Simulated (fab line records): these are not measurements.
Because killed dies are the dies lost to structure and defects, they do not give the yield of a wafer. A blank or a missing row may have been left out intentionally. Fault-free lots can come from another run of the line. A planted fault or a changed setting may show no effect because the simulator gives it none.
Which tool did it? || flow gf180mcu || 33 wafers from 11 lots sampled at 7 of the route's 602 steps

## WHAT EACH GAUGE READ, for each wafer
GF_PSD_TW_MEAS_11.
{"lot": "L887", "measured": "day 14 19:59", "on": "film_metro-01", "PSD_TW": "3146 3155 3151"}
{"lot": "L894", "measured": "day 17 09:14", "on": "film_metro-04", "PSD_TW": "2931 2922 2910"}
{"lot": "L895", "measured": "day 17 17:23", "on": "film_metro-02", "PSD_TW": "2918 2933 2926"}
{"lot": "L901", "measured": "day 19 21:14", "on": "film_metro-04", "PSD_TW": "3140 3150 3145"}
{"lot": "L902", "measured": "day 20 05:50", "on": "film_metro-01", "PSD_TW": "3147 3140 3152"}
{"lot": "L903", "measured": "day 20 14:29", "on": "film_metro-02", "PSD_TW": "3139 3141 3137"}
{"lot": "L904", "measured": "day 20 20:26", "on": "film_metro-02", "PSD_TW": "3142 3140 3139"}
{"lot": "L905", "measured": "day 21 14:26", "on": "film_metro-04", "PSD_TW": "3150 3144 3146"}
{"lot": "L906", "measured": "day 21 20:21", "on": "film_metro-04", "PSD_TW": "3144 3141 3122"}
{"lot": "L907", "measured": "day 22 06:44", "on": "film_metro-04", "PSD_TW": "3184 3178 3180"}
{"lot": "L908", "measured": "day 22 07:03", "on": "film_metro-02", "PSD_TW": "3159 3155 3157"}

GF_PSD_RS_MEAS_15: a four-point-probe measurement.
{"lot": "L887", "measured": "day 14 20:18", "on": "film_metro-04", "PSD_RS (ohm/sq)": "108.86 108.78 108.81"}
{"lot": "L894", "measured": "day 17 09:34", "on": "film_metro-01", "PSD_RS (ohm/sq)": "123.24 122.62 123.12"}
{"lot": "L895", "measured": "day 17 17:43", "on": "film_metro-02", "PSD_RS (ohm/sq)": "122.44 122.53 122.56"}
{"lot": "L901", "measured": "day 19 21:34", "on": "film_metro-04", "PSD_RS (ohm/sq)": "108.13 108.24 108.41"}
{"lot": "L902", "measured": "day 20 06:08", "on": "film_metro-01", "PSD_RS (ohm/sq)": "108.38 108.56 108.58"}
{"lot": "L903", "measured": "day 20 14:47", "on": "film_metro-01", "PSD_RS (ohm/sq)": "108.37 107.87 108.27"}
{"lot": "L904", "measured": "day 20 20:45", "on": "film_metro-01", "PSD_RS (ohm/sq)": "108.19 108.04 108.13"}
{"lot": "L905", "measured": "day 21 14:50", "on": "film_metro-02", "PSD_RS (ohm/sq)": "108.27 108.37 108.07"}
{"lot": "L906", "measured": "day 21 20:41", "on": "film_metro-01", "PSD_RS (ohm/sq)": "108.16 108.48 108.37"}
{"lot": "L907", "measured": "day 22 07:08", "on": "film_metro-04", "PSD_RS (ohm/sq)": "108.15 108.28 108.26"}
{"lot": "L908", "measured": "day 22 07:22", "on": "film_metro-02", "PSD_RS (ohm/sq)": "108.86 108.53 108.32"}

GF_TOP_METAL_OVL_MEAS_15.
{"lot": "L887", "measured": "day 28 13:09", "on": "overlay-02", "TOP_METAL_OVL (nm)": "-0.1 -0.1 -0.8"}
{"lot": "L894", "measured": "day 30 19:09", "on": "overlay-02", "TOP_METAL_OVL (nm)": "-3.1 -0.4 -0.8"}
{"lot": "L895", "measured": "day 31 00:39", "on": "overlay-01", "TOP_METAL_OVL (nm)": "0.2 -1.4 2.6"}
{"lot": "L901", "measured": "day 32 13:09", "on": "overlay-02", "TOP_METAL_OVL (nm)": "0.8 1.4 1.8"}
{"lot": "L902", "measured": "day 32 23:08", "on": "overlay-02", "TOP_METAL_OVL (nm)": "-0.3 -0.3 -0.4"}
{"lot": "L903", "measured": "day 33 02:02", "on": "overlay-01", "TOP_METAL_OVL (nm)": "0.9 -0.7 0.8"}
{"lot": "L904", "measured": "day 33 05:44", "on": "overlay-02", "TOP_METAL_OVL (nm)": "3.3 3.1 0.7"}
{"lot": "L905", "measured": "day 33 18:02", "on": "overlay-02", "TOP_METAL_OVL (nm)": "0.0 2.1 0.4"}
{"lot": "L906", "measured": "day 33 21:15", "on": "overlay-01", "TOP_METAL_OVL (nm)": "1.6 0.6 -1.0"}
{"lot": "L907", "measured": "day 34 05:53", "on": "overlay-01", "TOP_METAL_OVL (nm)": "-2.2 -1.2 -0.2"}
{"lot": "L908", "measured": "day 34 07:12", "on": "overlay-01", "TOP_METAL_OVL (nm)": "0.5 1.3 -0.4"}

## WHAT TOOL EACH LOT RAN ON (gives the tool, then ch and the chambers of the sampled wafers, and finally the start)
{"lot": "L887", "GF_PSD_IMPLANT_09": "implanter-02 ch 0, day 14 19:44", "GF_PSD_STRIP_10": "plasma_asher-04 ch 0,1, day 14 19:53", "GF_MIM_SPUTTER_02": "pvd_sputter-03, day 24 23:36", "GF_MIM_SPUTTER_03": "pvd_sputter-03, day 24 23:38"}
{"lot": "L894", "GF_PSD_IMPLANT_09": "implanter-03 ch 0, day 17 09:00", "GF_PSD_STRIP_10": "plasma_asher-04 ch 0,1, day 17 09:08", "GF_MIM_SPUTTER_02": "pvd_sputter-03, day 27 11:04", "GF_MIM_SPUTTER_03": "pvd_sputter-03, day 27 11:05"}
{"lot": "L895", "GF_PSD_IMPLANT_09": "implanter-03 ch 0, day 17 17:10", "GF_PSD_STRIP_10": "plasma_asher-02 ch 0,1, day 17 17:17", "GF_MIM_SPUTTER_02": "pvd_sputter-04, day 27 19:22", "GF_MIM_SPUTTER_03": "pvd_sputter-04, day 27 19:24"}
{"lot": "L901", "GF_PSD_IMPLANT_09": "implanter-02 ch 0, day 19 21:00", "GF_PSD_STRIP_10": "plasma_asher-02 ch 0, day 19 21:08", "GF_MIM_SPUTTER_02": "pvd_sputter-04, day 29 12:23", "GF_MIM_SPUTTER_03": "pvd_sputter-04, day 29 12:25"}
{"lot": "L902", "GF_PSD_IMPLANT_09": "implanter-01 ch 0, day 20 05:35", "GF_PSD_STRIP_10": "plasma_asher-02 ch 0,1, day 20 05:44", "GF_MIM_SPUTTER_02": "pvd_sputter-04, day 29 22:30", "GF_MIM_SPUTTER_03": "pvd_sputter-04, day 29 22:32"}
{"lot": "L903", "GF_PSD_IMPLANT_09": "implanter-01 ch 0, day 20 14:14", "GF_PSD_STRIP_10": "plasma_asher-02 ch 0,1, day 20 14:23", "GF_MIM_SPUTTER_02": "pvd_sputter-03, day 30 01:44", "GF_MIM_SPUTTER_03": "pvd_sputter-03, day 30 01:46"}
{"lot": "L904", "GF_PSD_IMPLANT_09": "implanter-01 ch 0, day 20 20:11", "GF_PSD_STRIP_10": "plasma_asher-02 ch 0,1, day 20 20:20", "GF_MIM_SPUTTER_02": "pvd_sputter-03, day 30 07:05", "GF_MIM_SPUTTER_03": "pvd_sputter-03, day 30 07:07"}
{"lot": "L905", "GF_PSD_IMPLANT_09": "implanter-03 ch 0, day 21 14:11", "GF_PSD_STRIP_10": "plasma_asher-03 ch 0,1, day 21 14:20", "GF_MIM_SPUTTER_02": "pvd_sputter-01, day 30 21:22", "GF_MIM_SPUTTER_03": "pvd_sputter-01, day 30 21:23"}
{"lot": "L906", "GF_PSD_IMPLANT_09": "implanter-02 ch 0, day 21 20:07", "GF_PSD_STRIP_10": "plasma_asher-03 ch 0,1, day 21 20:14", "GF_MIM_SPUTTER_02": "pvd_sputter-03, day 31 00:54", "GF_MIM_SPUTTER_03": "pvd_sputter-03, day 31 00:56"}
{"lot": "L907", "GF_PSD_IMPLANT_09": "implanter-03 ch 0, day 22 06:29", "GF_PSD_STRIP_10": "plasma_asher-03 ch 0, day 22 06:38", "GF_MIM_SPUTTER_02": "pvd_sputter-01, day 31 11:13", "GF_MIM_SPUTTER_03": "pvd_sputter-01, day 31 11:14"}
{"lot": "L908", "GF_PSD_IMPLANT_09": "implanter-02 ch 0, day 22 06:47", "GF_PSD_STRIP_10": "plasma_asher-02 ch 0,1, day 22 06:56", "GF_MIM_SPUTTER_02": "pvd_sputter-01, day 31 11:49", "GF_MIM_SPUTTER_03": "pvd_sputter-01, day 31 11:50"}
- GF_PSD_IMPLANT_09
- GF_PSD_STRIP_10: strips in O2/N2.
- GF_MIM_SPUTTER_02: material AlCu, target thk 450 nm, time 23.9 s.
- GF_MIM_SPUTTER_03: material Ti, target thk 10 nm, time 6.7 s.

## AS READ BY THE TOOLS THEMSELVES (means over the sampled wafers that have a number; for cases with no such wafer, the mark the record gives instead)
GF_PSD_IMPLANT_09.
{"lot": "L887", "tool": "implanter-02", "beam_energy_keV": 39.975, "beam_on_s (s)": 9.97, "end_station_pressure_torr (Torr)": 1.22e-05}
{"lot": "L894", "tool": "implanter-03", "beam_energy_keV": 30.205, "beam_on_s (s)": 10.16, "end_station_pressure_torr (Torr)": 1.17e-05}
{"lot": "L895", "tool": "implanter-03", "beam_energy_keV": 30.209, "beam_on_s (s)": 9.90, "end_station_pressure_torr (Torr)": 1.09e-05}
{"lot": "L901", "tool": "implanter-02", "beam_energy_keV": 39.990, "beam_on_s (s)": 9.88, "end_station_pressure_torr (Torr)": 1.20e-05}
{"lot": "L902", "tool": "implanter-01", "beam_energy_keV": 39.987, "beam_on_s (s)": 10.09, "end_station_pressure_torr (Torr)": 1.13e-05}
{"lot": "L903", "tool": "implanter-01", "beam_energy_keV": 40.006, "beam_on_s (s)": 10.25, "end_station_pressure_torr (Torr)": 1.16e-05}
{"lot": "L904", "tool": "implanter-01", "beam_energy_keV": 39.980, "beam_on_s (s)": 9.80, "end_station_pressure_torr (Torr)": 1.17e-05}
{"lot": "L905", "tool": "implanter-03", "beam_energy_keV": 40.003, "beam_on_s (s)": 10.03, "end_station_pressure_torr (Torr)": 1.20e-05}
{"lot": "L906", "tool": "implanter-02", "beam_energy_keV": 39.985, "beam_on_s (s)": 10.10, "end_station_pressure_torr (Torr)": 1.14e-05}
{"lot": "L907", "tool": "implanter-03", "beam_energy_keV": 39.996, "beam_on_s (s)": 10.10, "end_station_pressure_torr (Torr)": 1.16e-05}
{"lot": "L908", "tool": "implanter-02", "beam_energy_keV": 40.006, "beam_on_s (s)": 10.06, "end_station_pressure_torr (Torr)": 1.16e-05}

GF_PSD_STRIP_10.
{"lot": "L887", "tool": "plasma_asher-04", "drypump_motor_current_A (A)": 5.9, "heater_power_w (W)": 297, "oes_product_au (a.u.)": 0.589, "strip_time_to_endpoint_s (s)": 16.53}
{"lot": "L894", "tool": "plasma_asher-04", "drypump_motor_current_A (A)": 6.0, "heater_power_w (W)": 270, "oes_product_au (a.u.)": 0.613, "strip_time_to_endpoint_s (s)": 15.57}
{"lot": "L895", "tool": "plasma_asher-02", "drypump_motor_current_A (A)": 5.6, "heater_power_w (W)": 311, "oes_product_au (a.u.)": 0.615, "strip_time_to_endpoint_s (s)": 15.54}
{"lot": "L901", "tool": "plasma_asher-02", "drypump_motor_current_A (A)": 5.6, "heater_power_w (W)": 311, "oes_product_au (a.u.)": 0.591, "strip_time_to_endpoint_s (s)": 16.56}
{"lot": "L902", "tool": "plasma_asher-02", "drypump_motor_current_A (A)": 5.6, "heater_power_w (W)": 310, "oes_product_au (a.u.)": 0.590, "strip_time_to_endpoint_s (s)": 16.52}
{"lot": "L903", "tool": "plasma_asher-02", "drypump_motor_current_A (A)": 5.6, "heater_power_w (W)": 311, "oes_product_au (a.u.)": 0.593, "strip_time_to_endpoint_s (s)": 16.56}
{"lot": "L904", "tool": "plasma_asher-02", "drypump_motor_current_A (A)": 5.6, "heater_power_w (W)": 321, "oes_product_au (a.u.)": 0.589, "strip_time_to_endpoint_s (s)": 16.50}
{"lot": "L905", "tool": "plasma_asher-03", "drypump_motor_current_A (A)": 5.5, "heater_power_w (W)": 332, "oes_product_au (a.u.)": 0.594, "strip_time_to_endpoint_s (s)": 16.50}
{"lot": "L906", "tool": "plasma_asher-03", "drypump_motor_current_A (A)": 5.7, "heater_power_w (W)": 323, "oes_product_au (a.u.)": 0.588, "strip_time_to_endpoint_s (s)": 16.50}
{"lot": "L907", "tool": "plasma_asher-03", "drypump_motor_current_A (A)": 5.2, "heater_power_w (W)": 350, "oes_product_au (a.u.)": 0.592, "strip_time_to_endpoint_s (s)": 16.51}
{"lot": "L908", "tool": "plasma_asher-02", "drypump_motor_current_A (A)": 5.6, "heater_power_w (W)": 313, "oes_product_au (a.u.)": 0.594, "strip_time_to_endpoint_s (s)": 16.50}

GF_MIM_SPUTTER_02.
{"lot": "L887", "tool": "pvd_sputter-03", "cathode_dc_power_W (W)": 10598, "throttle_valve_pct (%)": 29.7}
{"lot": "L894", "tool": "pvd_sputter-03", "cathode_dc_power_W (W)": 10599, "throttle_valve_pct (%)": 30.4}
{"lot": "L895", "tool": "pvd_sputter-04", "cathode_dc_power_W (W)": 10600, "throttle_valve_pct (%)": 30.4}
{"lot": "L901", "tool": "pvd_sputter-04", "cathode_dc_power_W (W)": 10599, "throttle_valve_pct (%)": 30.1}
{"lot": "L902", "tool": "pvd_sputter-04", "cathode_dc_power_W (W)": 10602, "throttle_valve_pct (%)": 30.3}
{"lot": "L903", "tool": "pvd_sputter-03", "cathode_dc_power_W (W)": 10599, "throttle_valve_pct (%)": 30.7}
{"lot": "L904", "tool": "pvd_sputter-03", "cathode_dc_power_W (W)": 10601, "throttle_valve_pct (%)": 29.8}
{"lot": "L905", "tool": "pvd_sputter-01", "cathode_dc_power_W (W)": 10597, "throttle_valve_pct (%)": 29.7}
{"lot": "L906", "tool": "pvd_sputter-03", "cathode_dc_power_W (W)": 10600, "throttle_valve_pct (%)": 30.4}
{"lot": "L907", "tool": "pvd_sputter-01", "cathode_dc_power_W (W)": 10599, "throttle_valve_pct (%)": 29.5}
{"lot": "L908", "tool": "pvd_sputter-01", "cathode_dc_power_W (W)": 10600, "throttle_valve_pct (%)": 29.1}

GF_MIM_SPUTTER_03.
{"lot": "L887", "tool": "pvd_sputter-03", "cathode_dc_power_W (W)": 3000.2, "throttle_valve_pct (%)": 29.5}
{"lot": "L894", "tool": "pvd_sputter-03", "cathode_dc_power_W (W)": 3000.1, "throttle_valve_pct (%)": 30.4}
{"lot": "L895", "tool": "pvd_sputter-04", "cathode_dc_power_W (W)": 3000.1, "throttle_valve_pct (%)": 30.3}
{"lot": "L901", "tool": "pvd_sputter-04", "cathode_dc_power_W (W)": 3000.1, "throttle_valve_pct (%)": 30.2}
{"lot": "L902", "tool": "pvd_sputter-04", "cathode_dc_power_W (W)": 3000.0, "throttle_valve_pct (%)": 30.2}
{"lot": "L903", "tool": "pvd_sputter-03", "cathode_dc_power_W (W)": 3000.0, "throttle_valve_pct (%)": 30.6}
{"lot": "L904", "tool": "pvd_sputter-03", "cathode_dc_power_W (W)": 3000.0, "throttle_valve_pct (%)": 29.9}
{"lot": "L905", "tool": "pvd_sputter-01", "cathode_dc_power_W (W)": 2999.7, "throttle_valve_pct (%)": 29.7}
{"lot": "L906", "tool": "pvd_sputter-03", "cathode_dc_power_W (W)": 2999.5, "throttle_valve_pct (%)": 30.5}
{"lot": "L907", "tool": "pvd_sputter-01", "cathode_dc_power_W (W)": 2999.3, "throttle_valve_pct (%)": 29.4}
{"lot": "L908", "tool": "pvd_sputter-01", "cathode_dc_power_W (W)": 3000.5, "throttle_valve_pct (%)": 29.1}

## THE ANSWER, worked out from the rows above alone
Rule: what is usual is taken from the lots themselves. Put in order of their means at a reading, lots are off if they are a third of the lots or fewer, leave a main group of 4 or more, and stand apart from it by a gap of 3 or more times the standard deviation of the main group's means; of several such gaps the widest counts. If all means in a main group match to the digits the tables above print for the reading, that group is not used. A lot without any number at a reading at which 4 lots or more have one is off too. All remaining lots with rows at the step are treated as sound. First the gauges in route order, then the tools' own readings, where a lot's mean is used as printed above. At the first step where some lot is off, the reading lying furthest off is the one used; lots without a number count as furthest.
Off: L894, L895, seen at GF_PSD_TW_MEAS_11 (PSD_TW). Mean 3149 and standard deviation 13 in the main group.
If a tool, at a process step before that reading, ran all the lots that are off and no sound lot after the first of them, it fits. The gauges at GF_PSD_TW_MEAS_11 aren't tried: what is off there is off at GF_PSD_IMPLANT_09 too, on other tools, and a gauge's error can't cause that. No candidate that was tried fits.

## WHAT HAD BEEN PUT IN BY THE SIMULATOR
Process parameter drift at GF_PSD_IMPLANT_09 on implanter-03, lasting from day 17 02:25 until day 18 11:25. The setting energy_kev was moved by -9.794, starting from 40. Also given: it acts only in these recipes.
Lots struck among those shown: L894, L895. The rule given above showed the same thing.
